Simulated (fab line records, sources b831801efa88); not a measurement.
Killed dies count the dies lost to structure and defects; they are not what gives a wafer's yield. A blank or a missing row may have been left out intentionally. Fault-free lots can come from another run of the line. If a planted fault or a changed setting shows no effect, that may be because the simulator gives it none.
Comparing a struck lot with a sound one -- flow gf180mcu -- 18 steps out of a route of 602
Sound: wafers L567.1, L567.3, L567.4. The struck wafers were L576.2, L576.3. The cause is named last.
Order at every step that has rows: each side's tool, ch and its chambers, its first start. Under that, the readings that differ: sound wafers -- struck wafers -- difference of the means -- sigmas: that difference in standard deviations of wafers without a fault.
alike: a reading whose means differ by less than 2 such deviations, as well as words and numbers matching on both sides. not compared: withheld readings; readings where some wafer has no value; bounds like >300 that might hide an equal value; numbers whose values overlap and for which the record gives no deviation.
The two part at a step that has a row with sigmas, a row that says differs or no value, or rows on one side only. Numbers that don't overlap but have no deviation are shown without sigmas and don't part them. A reading that every wafer of one side lacks parts them only if that side has two wafers or more.

first, 2 steps without rows for these wafers: GF_VT_IMPLANT_PEB_05; GF_VT_IMPLANT_DEVELOP_06 (develop time 60 s).
GF_VT_IMPLANT_OVL_MEAS_07:
  struck on overlay-01, day 9 00:40; sound on overlay-01, day 6 17:46
  alike: VT_IMPLANT_OVL
then, 1 step without rows for these wafers: GF_VT_IMPLANT_IMPLANT_08.
GF_VT_IMPLANT_STRIP_09: strips in O2/N2.
  sound on plasma_asher-01 ch 0,1, day 6 17:56; struck on plasma_asher-01 ch 0,1, day 9 00:51
  alike: drypump_motor_current_A, heater_power_w, oes_product_au, strip_time_to_endpoint_s
  not compared: rf_hours_counter_h
GF_VT_IMPLANT_TW_MEAS_10:
  struck on film_metro-01, day 9 00:58; sound on film_metro-01, day 6 18:02
  alike: VT_IMPLANT_TW
then, 6 steps without rows for these wafers: GF_VT_IMPLANT_DEHYDRATE_11 (time 60 s); GF_VT_IMPLANT_HMDS_12 (prime time 60 s); GF_VT_IMPLANT_COAT_13 (resist thk 1000 nm); GF_VT_IMPLANT_SOFTBAKE_14 (time 60 s); GF_VT_IMPLANT_EXPOSE_15 (exposes mask Nwell LV AREA, target cd 860 nm); GF_VT_IMPLANT_PEB_16.
GF_VT_IMPLANT_DEVELOP_17: develop time 60 s.
  sound on litho_track-04 ch 0, day 7 09:16; struck on litho_track-04 ch 0, day 9 17:20
GF_VT_IMPLANT_OVL_MEAS_18:
  struck on overlay-02, day 9 17:28; sound on overlay-01, day 7 09:25
reading,sound,struck,difference,sigmas
VT_IMPLANT_01_OVL (nm),-2.7 -3.3 -1.9,- -,no value on the struck wafers,
then, 1 step without rows for these wafers: GF_VT_IMPLANT_IMPLANT_19.
GF_VT_IMPLANT_STRIP_20: strips in O2/N2.
  sound on plasma_asher-04 ch 0,1, day 7 09:36; struck on plasma_asher-03 ch 0,1, day 9 17:39
  alike: drypump_motor_current_A, heater_power_w, oes_product_au, strip_time_to_endpoint_s
  not compared: rf_hours_counter_h
GF_VT_IMPLANT_TW_MEAS_21:
  struck on film_metro-04, day 9 17:46; sound on film_metro-04, day 7 09:42
reading,sound,struck,difference,sigmas
VT_IMPLANT_2_TW,1210 1207 1211,30 30,-1179,-79
then, 1 step without rows for these wafers: GF_VT_IMPLANT_DEHYDRATE_22 (time 60 s).

## WHERE THEY PART
At GF_VT_IMPLANT_OVL_MEAS_18 first; at GF_VT_IMPLANT_TW_MEAS_21 last (within this record only).

WHY: whatever the simulator had introduced
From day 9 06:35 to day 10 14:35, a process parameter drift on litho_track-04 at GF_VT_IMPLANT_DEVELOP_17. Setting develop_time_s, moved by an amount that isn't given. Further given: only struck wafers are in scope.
